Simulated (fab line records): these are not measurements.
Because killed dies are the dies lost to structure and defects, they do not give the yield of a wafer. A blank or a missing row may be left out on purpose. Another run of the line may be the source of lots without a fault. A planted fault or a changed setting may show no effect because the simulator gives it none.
Which tool did it? / flow sfq line / Sampling: 14 lots, 42 wafers, 6 of 325 route steps

## WHAT EACH GAUGE READ, for each wafer
SFQ_M8_THK_MEAS_950: measures by xrf.
lot=L115; measured=day 86 09:32; on=film metro-04; M8_AU_THK (nm)=179.7 177.5 179.9
lot=L116; measured=day 86 13:10; on=film metro-03; M8_AU_THK (nm)=177.1 177.6 178.8
lot=L117; measured=day 86 16:45; on=film metro-04; M8_AU_THK (nm)=177.5 179.5 181.5
lot=L118; measured=day 86 20:20; on=film metro-03; M8_AU_THK (nm)=178.7 178.1 178.5
lot=L119; measured=day 86 23:57; on=film metro-04; M8_AU_THK (nm)=181.1 179.9 181.1
lot=L120; measured=day 87 01:09; on=film metro-03; M8_AU_THK (nm)=182.9 181.8 184.2
lot=L122; measured=day 90 17:28; on=film metro-04; M8_AU_THK (nm)=179.3 181.3 181.7
lot=L128; measured=day 91 11:28; on=film metro-03; M8_AU_THK (nm)=181.2 179.5 179.7
lot=L129; measured=day 91 18:40; on=film metro-03; M8_AU_THK (nm)=183.0 184.1 180.1
lot=L131; measured=day 92 00:39; on=film metro-03; M8_AU_THK (nm)=177.2 177.4 178.5
lot=L133; measured=day 92 07:52; on=film metro-03; M8_AU_THK (nm)=183.5 181.8 181.5
lot=L135; measured=day 92 19:52; on=film metro-02; M8_AU_THK (nm)=181.0 183.1 181.6
lot=L136; measured=day 92 23:15; on=film metro-02; M8_AU_THK (nm)=183.4 180.7 182.8
lot=L138; measured=day 93 06:26; on=film metro-04; M8_AU_THK (nm)=180.7 181.8 182.9

## EACH LOT AND THE TOOL THAT RAN IT (in order: tool; ch and the chambers of the sampled wafers; start)
lot=L115; SFQ_TRILAYER_I1_CMP_CMP_046=cmp-02 ch 0,1,3, day 10 18:49; SFQ_TRILAYER_I1_METRO_MEASURE_047=film metro-01, day 10 20:56; SFQ_TRILAYER_I1_VIA_ETCH_VIA_ETCH_052=rie diel-01 ch 2,3, day 15 17:48; SFQ_TRILAYER_JJ_TRILAYER_DEP_SPUTTER_110=pvd sputter-06, day 48 04:54; SFQ_TRILAYER_M6_DEP_SPUTTER_157=pvd sputter-03, day 72 16:30
lot=L116; SFQ_TRILAYER_I1_CMP_CMP_046=cmp-02 ch 0,3, day 11 14:49; SFQ_TRILAYER_I1_METRO_MEASURE_047=film metro-03, day 11 18:20; SFQ_TRILAYER_I1_VIA_ETCH_VIA_ETCH_052=rie diel-01 ch 0,1,3, day 16 22:27; SFQ_TRILAYER_JJ_TRILAYER_DEP_SPUTTER_110=pvd sputter-04, day 48 18:08; SFQ_TRILAYER_M6_DEP_SPUTTER_157=pvd sputter-05, day 72 21:17
lot=L117; SFQ_TRILAYER_I1_CMP_CMP_046=cmp-01 ch 0,1,3, day 13 21:38; SFQ_TRILAYER_I1_METRO_MEASURE_047=film metro-03, day 14 00:57; SFQ_TRILAYER_I1_VIA_ETCH_VIA_ETCH_052=rie diel-01 ch 1,2, day 20 02:16; SFQ_TRILAYER_JJ_TRILAYER_DEP_SPUTTER_110=pvd sputter-06, day 50 06:12; SFQ_TRILAYER_M6_DEP_SPUTTER_157=pvd sputter-06, day 72 22:29
lot=L118; SFQ_TRILAYER_I1_CMP_CMP_046=cmp-02 ch 1,2,3, day 14 08:55; SFQ_TRILAYER_I1_METRO_MEASURE_047=film metro-04, day 14 12:02; SFQ_TRILAYER_I1_VIA_ETCH_VIA_ETCH_052=rie diel-04 ch 0,1,3, day 20 16:40; SFQ_TRILAYER_JJ_TRILAYER_DEP_SPUTTER_110=pvd sputter-04, day 50 12:01; SFQ_TRILAYER_M6_DEP_SPUTTER_157=pvd sputter-03, day 72 23:41
lot=L119; SFQ_TRILAYER_I1_CMP_CMP_046=cmp-02 ch 0,2,3, day 14 17:04; SFQ_TRILAYER_I1_METRO_MEASURE_047=film metro-03, day 14 20:23; SFQ_TRILAYER_I1_VIA_ETCH_VIA_ETCH_052=rie diel-01 ch 0,2,3, day 21 03:35; SFQ_TRILAYER_JJ_TRILAYER_DEP_SPUTTER_110=pvd sputter-03, day 50 14:25; SFQ_TRILAYER_M6_DEP_SPUTTER_157=pvd sputter-05, day 73 02:06
lot=L120; SFQ_TRILAYER_I1_CMP_CMP_046=cmp-01 ch 1,2,3, day 14 23:19; SFQ_TRILAYER_I1_METRO_MEASURE_047=film metro-03, day 15 02:38; SFQ_TRILAYER_I1_VIA_ETCH_VIA_ETCH_052=rie diel-01 ch 1,2,3, day 21 08:23; SFQ_TRILAYER_JJ_TRILAYER_DEP_SPUTTER_110=pvd sputter-04, day 50 19:13; SFQ_TRILAYER_M6_DEP_SPUTTER_157=pvd sputter-06, day 73 04:29
lot=L122; SFQ_TRILAYER_I1_CMP_CMP_046=cmp-02 ch 0,1,2, day 16 08:56; SFQ_TRILAYER_I1_METRO_MEASURE_047=film metro-03, day 16 10:57; SFQ_TRILAYER_I1_VIA_ETCH_VIA_ETCH_052=rie diel-01 ch 1,2,3, day 22 19:11; SFQ_TRILAYER_JJ_TRILAYER_DEP_SPUTTER_110=pvd sputter-03, day 51 05:52; SFQ_TRILAYER_M6_DEP_SPUTTER_157=pvd sputter-06, day 73 10:29
lot=L128; SFQ_TRILAYER_I1_CMP_CMP_046=cmp-02 ch 1,2, day 25 04:58; SFQ_TRILAYER_I1_METRO_MEASURE_047=film metro-03, day 25 08:17; SFQ_TRILAYER_I1_VIA_ETCH_VIA_ETCH_052=rie diel-01 ch 0,2, day 25 14:10; SFQ_TRILAYER_JJ_TRILAYER_DEP_SPUTTER_110=pvd sputter-03, day 53 03:26; SFQ_TRILAYER_M6_DEP_SPUTTER_157=pvd sputter-05, day 74 06:54
lot=L129; SFQ_TRILAYER_I1_CMP_CMP_046=cmp-02 ch 0,1,3, day 25 13:01; SFQ_TRILAYER_I1_METRO_MEASURE_047=film metro-01, day 25 15:20; SFQ_TRILAYER_I1_VIA_ETCH_VIA_ETCH_052=rie diel-01 ch 0,1, day 25 18:40; SFQ_TRILAYER_JJ_TRILAYER_DEP_SPUTTER_110=pvd sputter-03, day 53 10:16; SFQ_TRILAYER_M6_DEP_SPUTTER_157=pvd sputter-06, day 74 11:41
lot=L131; SFQ_TRILAYER_I1_CMP_CMP_046=cmp-02 ch 1,2,3, day 26 00:31; SFQ_TRILAYER_I1_METRO_MEASURE_047=film metro-01, day 26 03:08; SFQ_TRILAYER_I1_VIA_ETCH_VIA_ETCH_052=rie diel-03 ch 0,2, day 26 06:40; SFQ_TRILAYER_JJ_TRILAYER_DEP_SPUTTER_110=pvd sputter-03, day 53 19:52; SFQ_TRILAYER_M6_DEP_SPUTTER_157=pvd sputter-05, day 75 04:38
lot=L133; SFQ_TRILAYER_I1_CMP_CMP_046=cmp-02 ch 0,1,2, day 26 03:01; SFQ_TRILAYER_I1_METRO_MEASURE_047=film metro-03, day 26 06:32; SFQ_TRILAYER_I1_VIA_ETCH_VIA_ETCH_052=rie diel-03 ch 2,3, day 26 09:41; SFQ_TRILAYER_JJ_TRILAYER_DEP_SPUTTER_110=pvd sputter-03, day 54 00:38; SFQ_TRILAYER_M6_DEP_SPUTTER_157=pvd sputter-05, day 75 09:26
lot=L135; SFQ_TRILAYER_I1_CMP_CMP_046=cmp-02 ch 0,3, day 26 12:20; SFQ_TRILAYER_I1_METRO_MEASURE_047=film metro-01, day 26 15:40; SFQ_TRILAYER_I1_VIA_ETCH_VIA_ETCH_052=rie diel-04 ch 0,1,3, day 26 18:59; SFQ_TRILAYER_JJ_TRILAYER_DEP_SPUTTER_110=pvd sputter-04, day 54 07:50; SFQ_TRILAYER_M6_DEP_SPUTTER_157=pvd sputter-05, day 76 00:25
lot=L136; SFQ_TRILAYER_I1_CMP_CMP_046=cmp-02 ch 0,2,3, day 26 17:58; SFQ_TRILAYER_I1_METRO_MEASURE_047=film metro-04, day 26 20:17; SFQ_TRILAYER_I1_VIA_ETCH_VIA_ETCH_052=rie diel-04 ch 1,2,3, day 26 23:36; SFQ_TRILAYER_JJ_TRILAYER_DEP_SPUTTER_110=pvd sputter-03, day 54 15:02; SFQ_TRILAYER_M6_DEP_SPUTTER_157=pvd sputter-06, day 76 02:17
lot=L138; SFQ_TRILAYER_I1_CMP_CMP_046=cmp-02 ch 1,3, day 27 09:04; SFQ_TRILAYER_I1_METRO_MEASURE_047=film metro-04, day 27 11:41; SFQ_TRILAYER_I1_VIA_ETCH_VIA_ETCH_052=rie diel-03 ch 1,2, day 27 15:20; SFQ_TRILAYER_JJ_TRILAYER_DEP_SPUTTER_110=pvd sputter-03, day 55 13:50; SFQ_TRILAYER_M6_DEP_SPUTTER_157=pvd sputter-06, day 76 18:25
- SFQ_TRILAYER_I1_CMP_CMP_046: polishes SiO2.
- SFQ_TRILAYER_I1_METRO_MEASURE_047
- SFQ_TRILAYER_I1_VIA_ETCH_VIA_ETCH_052: etches SiO2 in CHF3, stops on Nb, target depth 260 nm.
- SFQ_TRILAYER_JJ_TRILAYER_DEP_SPUTTER_110: material Al, target thk 8 nm, time 10 s.
- SFQ_TRILAYER_M6_DEP_SPUTTER_157: material Nb, target thk 200 nm, time 133.3 s.

## AS READ BY THE TOOLS THEMSELVES (means over the sampled wafers that have a number; for cases with no such wafer, the mark the record gives instead)
SFQ_TRILAYER_I1_CMP_CMP_046.
lot=L115; tool=cmp-02; motor current A (A)=10.2; time to endpoint s (s)=207
lot=L116; tool=cmp-02; motor current A (A)=9.8; time to endpoint s (s)=212
lot=L117; tool=cmp-01; motor current A (A)=9.4; time to endpoint s (s)=223
lot=L118; tool=cmp-02; motor current A (A)=9.9; time to endpoint s (s)=219
lot=L119; tool=cmp-02; motor current A (A)=10.0; time to endpoint s (s)=257
lot=L120; tool=cmp-01; motor current A (A)=9.9; time to endpoint s (s)=217
lot=L122; tool=cmp-02; motor current A (A)=10.1; time to endpoint s (s)=247
lot=L128; tool=cmp-02; motor current A (A)=9.4; time to endpoint s (s)=226
lot=L129; tool=cmp-02; motor current A (A)=10.2; time to endpoint s (s)=221
lot=L131; tool=cmp-02; motor current A (A)=9.8; time to endpoint s (s)=227
lot=L133; tool=cmp-02; motor current A (A)=9.8; time to endpoint s (s)=220
lot=L135; tool=cmp-02; motor current A (A)=10.3; time to endpoint s (s)=217
lot=L136; tool=cmp-02; motor current A (A)=10.1; time to endpoint s (s)=216
lot=L138; tool=cmp-02; motor current A (A)=9.7; time to endpoint s (s)=215

SFQ_TRILAYER_I1_METRO_MEASURE_047.
lot=L115; tool=film metro-01; thk nm (nm)=200.2
lot=L116; tool=film metro-03; thk nm (nm)=199.3
lot=L117; tool=film metro-03; thk nm (nm)=200.6
lot=L118; tool=film metro-04; thk nm (nm)=201.0
lot=L119; tool=film metro-03; thk nm (nm)=150.2
lot=L120; tool=film metro-03; thk nm (nm)=200.4
lot=L122; tool=film metro-03; thk nm (nm)=148.9
lot=L128; tool=film metro-03; thk nm (nm)=200.2
lot=L129; tool=film metro-01; thk nm (nm)=199.6
lot=L131; tool=film metro-01; thk nm (nm)=201.3
lot=L133; tool=film metro-03; thk nm (nm)=201.7
lot=L135; tool=film metro-01; thk nm (nm)=201.0
lot=L136; tool=film metro-04; thk nm (nm)=199.4
lot=L138; tool=film metro-04; thk nm (nm)=200.6

SFQ_TRILAYER_I1_VIA_ETCH_VIA_ETCH_052.
lot=L115; tool=rie diel-01; drypump motor current A (A)=5.9; oes product au (a.u.)=0.854; rf fwd power W (W)=498.8
lot=L116; tool=rie diel-01; drypump motor current A (A)=6.3; oes product au (a.u.)=0.855; rf fwd power W (W)=498.4
lot=L117; tool=rie diel-01; drypump motor current A (A)=5.5; oes product au (a.u.)=0.860; rf fwd power W (W)=497.0
lot=L118; tool=rie diel-04; drypump motor current A (A)=5.8; oes product au (a.u.)=0.857; rf fwd power W (W)=498.0
lot=L119; tool=rie diel-01; drypump motor current A (A)=5.8; oes product au (a.u.)=0.737; rf fwd power W (W)=497.8
lot=L120; tool=rie diel-01; drypump motor current A (A)=6.1; oes product au (a.u.)=0.859; rf fwd power W (W)=498.8
lot=L122; tool=rie diel-01; drypump motor current A (A)=6.0; oes product au (a.u.)=0.736; rf fwd power W (W)=498.5
lot=L128; tool=rie diel-01; drypump motor current A (A)=5.7; oes product au (a.u.)=0.853; rf fwd power W (W)=498.9
lot=L129; tool=rie diel-01; drypump motor current A (A)=6.3; oes product au (a.u.)=0.849; rf fwd power W (W)=497.4
lot=L131; tool=rie diel-03; drypump motor current A (A)=5.9; oes product au (a.u.)=0.857; rf fwd power W (W)=498.5
lot=L133; tool=rie diel-03; drypump motor current A (A)=6.4; oes product au (a.u.)=0.859; rf fwd power W (W)=498.1
lot=L135; tool=rie diel-04; drypump motor current A (A)=5.8; oes product au (a.u.)=0.862; rf fwd power W (W)=497.9
lot=L136; tool=rie diel-04; drypump motor current A (A)=6.2; oes product au (a.u.)=0.851; rf fwd power W (W)=498.1
lot=L138; tool=rie diel-03; drypump motor current A (A)=5.7; oes product au (a.u.)=0.856; rf fwd power W (W)=498.7

SFQ_TRILAYER_JJ_TRILAYER_DEP_SPUTTER_110.
lot=L115; tool=pvd sputter-06; base pressure pa (Pa)=1.32e-06; cathode dc power W (W)=499.98; chamber pressure pa (Pa)=0.3991; throttle valve pct (%)=29.9
lot=L116; tool=pvd sputter-04; base pressure pa (Pa)=1.26e-06; cathode dc power W (W)=500.07; chamber pressure pa (Pa)=0.4000; throttle valve pct (%)=29.5
lot=L117; tool=pvd sputter-06; base pressure pa (Pa)=1.32e-06; cathode dc power W (W)=499.94; chamber pressure pa (Pa)=0.3997; throttle valve pct (%)=29.9
lot=L118; tool=pvd sputter-04; base pressure pa (Pa)=1.42e-06; cathode dc power W (W)=499.97; chamber pressure pa (Pa)=0.4001; throttle valve pct (%)=30.7
lot=L119; tool=pvd sputter-03; base pressure pa (Pa)=1.33e-06; cathode dc power W (W)=499.97; chamber pressure pa (Pa)=0.3996; throttle valve pct (%)=30.5
lot=L120; tool=pvd sputter-04; base pressure pa (Pa)=1.28e-06; cathode dc power W (W)=499.99; chamber pressure pa (Pa)=0.4002; throttle valve pct (%)=30.7
lot=L122; tool=pvd sputter-03; base pressure pa (Pa)=1.30e-06; cathode dc power W (W)=500.07; chamber pressure pa (Pa)=0.3989; throttle valve pct (%)=30.3
lot=L128; tool=pvd sputter-03; base pressure pa (Pa)=1.40e-06; cathode dc power W (W)=499.99; chamber pressure pa (Pa)=0.3997; throttle valve pct (%)=30.3
lot=L129; tool=pvd sputter-03; base pressure pa (Pa)=1.42e-06; cathode dc power W (W)=500.00; chamber pressure pa (Pa)=0.3995; throttle valve pct (%)=30.4
lot=L131; tool=pvd sputter-03; base pressure pa (Pa)=1.34e-06; cathode dc power W (W)=499.94; chamber pressure pa (Pa)=0.3995; throttle valve pct (%)=30.4
lot=L133; tool=pvd sputter-03; base pressure pa (Pa)=1.22e-06; cathode dc power W (W)=500.06; chamber pressure pa (Pa)=0.4006; throttle valve pct (%)=30.7
lot=L135; tool=pvd sputter-04; base pressure pa (Pa)=1.41e-06; cathode dc power W (W)=500.09; chamber pressure pa (Pa)=0.3995; throttle valve pct (%)=30.5
lot=L136; tool=pvd sputter-03; base pressure pa (Pa)=1.39e-06; cathode dc power W (W)=499.92; chamber pressure pa (Pa)=0.3996; throttle valve pct (%)=30.1
lot=L138; tool=pvd sputter-03; base pressure pa (Pa)=1.37e-06; cathode dc power W (W)=499.95; chamber pressure pa (Pa)=0.4005; throttle valve pct (%)=30.8

SFQ_TRILAYER_M6_DEP_SPUTTER_157.
lot=L115; tool=pvd sputter-03; base pressure pa (Pa)=1.31e-06; cathode dc power W (W)=2000.0; chamber pressure pa (Pa)=0.1333; substrate temp c (C)=19.98; throttle valve pct (%)=30.3
lot=L116; tool=pvd sputter-05; base pressure pa (Pa)=1.33e-06; cathode dc power W (W)=2000.1; chamber pressure pa (Pa)=0.1332; substrate temp c (C)=20.10; throttle valve pct (%)=29.4
lot=L117; tool=pvd sputter-06; base pressure pa (Pa)=1.36e-06; cathode dc power W (W)=2000.3; chamber pressure pa (Pa)=0.1331; substrate temp c (C)=19.91; throttle valve pct (%)=30.0
lot=L118; tool=pvd sputter-03; base pressure pa (Pa)=1.39e-06; cathode dc power W (W)=2000.4; chamber pressure pa (Pa)=0.1333; substrate temp c (C)=19.86; throttle valve pct (%)=30.6
lot=L119; tool=pvd sputter-05; base pressure pa (Pa)=1.38e-06; cathode dc power W (W)=2000.0; chamber pressure pa (Pa)=0.1330; substrate temp c (C)=20.00; throttle valve pct (%)=29.5
lot=L120; tool=pvd sputter-06; base pressure pa (Pa)=1.34e-06; cathode dc power W (W)=2000.1; chamber pressure pa (Pa)=0.1331; substrate temp c (C)=19.96; throttle valve pct (%)=29.8
lot=L122; tool=pvd sputter-06; base pressure pa (Pa)=1.32e-06; cathode dc power W (W)=2000.1; chamber pressure pa (Pa)=0.1329; substrate temp c (C)=20.11; throttle valve pct (%)=29.2
lot=L128; tool=pvd sputter-05; base pressure pa (Pa)=1.37e-06; cathode dc power W (W)=1999.6; chamber pressure pa (Pa)=0.1335; substrate temp c (C)=20.00; throttle valve pct (%)=29.4
lot=L129; tool=pvd sputter-06; base pressure pa (Pa)=1.41e-06; cathode dc power W (W)=2000.1; chamber pressure pa (Pa)=0.1334; substrate temp c (C)=19.97; throttle valve pct (%)=29.4
lot=L131; tool=pvd sputter-05; base pressure pa (Pa)=1.30e-06; cathode dc power W (W)=2000.3; chamber pressure pa (Pa)=0.1333; substrate temp c (C)=20.07; throttle valve pct (%)=29.4
lot=L133; tool=pvd sputter-05; base pressure pa (Pa)=1.35e-06; cathode dc power W (W)=1999.8; chamber pressure pa (Pa)=0.1335; substrate temp c (C)=19.93; throttle valve pct (%)=29.5
lot=L135; tool=pvd sputter-05; base pressure pa (Pa)=1.30e-06; cathode dc power W (W)=1999.4; chamber pressure pa (Pa)=0.1334; substrate temp c (C)=20.03; throttle valve pct (%)=29.3
lot=L136; tool=pvd sputter-06; base pressure pa (Pa)=1.33e-06; cathode dc power W (W)=2000.0; chamber pressure pa (Pa)=0.1332; substrate temp c (C)=19.91; throttle valve pct (%)=30.1
lot=L138; tool=pvd sputter-06; base pressure pa (Pa)=1.36e-06; cathode dc power W (W)=1999.9; chamber pressure pa (Pa)=0.1331; substrate temp c (C)=20.08; throttle valve pct (%)=29.3

## THE ANSWER, worked out from the rows above alone
Rule: the lots themselves supply what counts as usual. Put in order of their means at a reading, lots are off if they are a third of the lots or fewer, leave a main group of 4 or more, and stand apart from it by a gap of 3 or more times the standard deviation of the main group's means; of several such gaps the widest counts. A main group whose means are all the same, to the digits that the tables above print for the reading, isn't used. A lot without any number at a reading at which 4 lots or more have one is off too. Where the step has rows for the other lots, those lots are counted as sound. First the gauges in route order, then the tools' own readings, where a lot's mean is used as printed above. The first step at which some lot is off is used, and at that step the reading that is off furthest; a lot without a number counts as furthest.
Off, at SFQ_TRILAYER_I1_CMP_CMP_046 on time to endpoint s: L119, L122. Mean 218 s and standard deviation 5.4 in the main group.
If a tool, at that step or one of the process steps before it, ran each lot that is off and ran no sound lot following the first of them, it fits. None of those tried fits.

## WHAT WAS PUT IN BY THE SIMULATOR
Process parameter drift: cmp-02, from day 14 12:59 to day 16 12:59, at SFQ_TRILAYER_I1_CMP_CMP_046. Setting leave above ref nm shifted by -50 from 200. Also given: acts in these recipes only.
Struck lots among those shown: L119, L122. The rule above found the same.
